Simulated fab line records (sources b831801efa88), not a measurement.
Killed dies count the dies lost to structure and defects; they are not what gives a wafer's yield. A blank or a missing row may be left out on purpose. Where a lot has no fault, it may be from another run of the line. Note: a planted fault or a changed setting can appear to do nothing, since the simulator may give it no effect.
Which tool is to blame?    flow sky130    12 lots, 36 wafers sampled, at 4 steps of a route of 708

WHAT THE GAUGES READ, wafer by wafer
SKY_NWELL_OVL_MEAS_10.
lot   measured     on          NWELL_00_OVL (nm)
L264  day 4 09:43  overlay-01  -0.3 -1.5 0.2
L265  day 4 22:20  overlay-02  -0.7 -0.4 -0.6
L266  day 5 00:08  overlay-02  -0.2 -0.3 -2.0
L267  day 5 07:17  overlay-02  0.0 1.4 2.4
L271  day 6 11:08  overlay-02  -1.6 1.2 0.9
L273  day 6 20:59  overlay-02  -0.3 -0.1 0.9
L276  day 7 13:23  overlay-02  0.4 1.4 0.5
L277  day 7 18:19  overlay-01  -2.4 -2.4 -2.0
L278  day 7 21:43  overlay-02  1.9 1.8 1.8
L279  day 8 06:01  overlay-02  0.3 1.7 1.3
L283  day 9 06:20  overlay-01  3.0 0.9 3.3
L285  day 9 15:26  overlay-01  -0.8 -1.1 -2.4

SKY_VT_ADJUST_HVTP_CD_MEAS_07 targets a cd of 380 nm.
lot   measured      on        cdNm (nm)
L264  day 5 21:47   cdSem-01  377.8 377.9 377.0
L265  day 6 12:35   cdSem-02  378.3 380.8 376.8
L266  day 6 14:37   cdSem-02  378.1 377.8 376.5
L267  day 6 21:59   cdSem-01  383.3 385.0 382.3
L271  day 8 01:44   cdSem-02  382.5 382.6 385.6
L273  day 8 13:35   cdSem-02  379.9 379.4 380.8
L276  day 9 07:30   cdSem-02  380.4 380.4 380.2
L277  day 9 11:55   cdSem-01  379.0 377.1 380.6
L278  day 9 15:37   cdSem-02  384.4 385.6 384.0
L279  day 10 00:10  cdSem-02  377.2 376.7 379.1
L283  day 11 03:17  cdSem-01  382.9 385.7 382.1
L285  day 11 13:11  cdSem-02  384.0 382.0 384.2

SKY_VT_ADJUST_HVTP_OVL_MEAS_08.
lot   measured      on          VT_ADJUST_HVTP_OVL (nm)
L264  day 5 21:53   overlay-01  -1.2 -1.7 0.1
L265  day 6 12:40   overlay-02  -1.7 -0.4 0.6
L266  day 6 14:43   overlay-01  0.7 0.4 2.3
L267  day 6 22:07   overlay-01  -2.1 1.9 0.3
L271  day 8 01:52   overlay-01  1.1 -2.4 -0.7
L273  day 8 13:40   overlay-02  2.0 1.5 1.4
L276  day 9 07:35   overlay-01  0.1 0.5 0.6
L277  day 9 12:02   overlay-01  2.1 2.4 2.4
L278  day 9 15:44   overlay-02  -3.1 -0.4 -2.3
L279  day 10 00:17  overlay-01  -1.1 0.4 -0.1
L283  day 11 03:23  overlay-02  -1.4 -0.2 -0.2
L285  day 11 13:19  overlay-01  -0.2 -0.1 0.9

EACH LOT AND THE TOOL THAT RAN IT (in order: tool; ch and the chambers of the sampled wafers; start)
lot   SKY_FIELD_ISO_CMP_27
L264  cmp-02 ch 0,1,2, day 2 07:16
L265  cmp-02 ch 0,1,2, day 2 17:01
L266  cmp-02 ch 0,2,3, day 2 18:59
L267  cmp-01 ch 0,1,2, day 3 01:44
L271  cmp-02 ch 0,1,2, day 4 02:02
L273  cmp-01 ch 0,1, day 4 08:58
L276  cmp-02 ch 0,2,3, day 5 00:11
L277  cmp-02 ch 0,3, day 5 06:23
L278  cmp-02 ch 0,1,2, day 5 09:50
L279  cmp-02 ch 1,3, day 5 14:22
L283  cmp-02 ch 0,1,2, day 6 15:05
L285  cmp-02 ch 0,2, day 7 00:28
- SKY_FIELD_ISO_CMP_27: polishes, stops on Si3N4, t overpolish 16 s, target thk 457.8 nm.

AS READ BY THE TOOLS THEMSELVES (means over the sampled wafers that have a number; for cases with no such wafer, the mark the record gives instead)
SKY_FIELD_ISO_CMP_27.
lot   tool    motorCurrentA (A)  overpolishRunS (s)  timeToEndpointS (s)
L264  cmp-02  11.0               16.000              116
L265  cmp-02  11.0               16.006              117
L266  cmp-02  11.2               16.002              116
L267  cmp-01  11.8               16.004              110
L271  cmp-02  11.1               16.003              109
L273  cmp-01  12.0               16.682              111
L276  cmp-02  11.0               16.006              111
L277  cmp-02  11.4               15.998              115
L278  cmp-02  10.9               15.991              112
L279  cmp-02  11.2               16.003              109
L283  cmp-02  11.0               15.998              111
L285  cmp-02  10.6               15.991              111

THE ANSWER, worked out from the rows above alone
Rule: usual is defined by the lots themselves. Put in order of their means at a reading, lots are off if they are a third of the lots or fewer, leave a main group of 4 or more, and stand apart from it by a gap of 3 or more times the standard deviation of the main group's means; of several such gaps the widest counts. The tables above print the reading to a certain number of digits; a main group whose means all agree to those digits is not used. A lot without any number at a reading at which 4 lots or more have one is off too. Any other lot the step has rows for is counted as sound. First the gauges in route order, then the tools' own readings, where a lot's mean is used as printed above. At the first step where some lot is off, the reading lying furthest off is the one used; lots without a number count as furthest.
Off: L273, at SKY_FIELD_ISO_CMP_27 (overpolishRunS). For the main group the mean is 16.000 s and the standard deviation 0.005.
If a tool, at that step or one of the process steps before it, ran each lot that is off and ran no sound lot following the first of them, it fits. One fits: SKY_FIELD_ISO_CMP_27 on cmp-01. Its last sound lot is L267 (day 3 01:44), its first lot that is off L273 (day 4 08:58): a fault that began between those two fits.
On the lots that are off, the tool's own readings at SKY_FIELD_ISO_CMP_27 differ by more than 5 times the standard deviation of the sound lots' means, which bears it out; overpolishRunS reads 16.682 s there versus 16.000 s on the sound lots.

WHAT WAS PUT IN BY THE SIMULATOR
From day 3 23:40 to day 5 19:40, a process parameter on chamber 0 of cmp-01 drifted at SKY_FIELD_ISO_CMP_27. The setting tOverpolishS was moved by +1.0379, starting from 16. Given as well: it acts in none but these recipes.
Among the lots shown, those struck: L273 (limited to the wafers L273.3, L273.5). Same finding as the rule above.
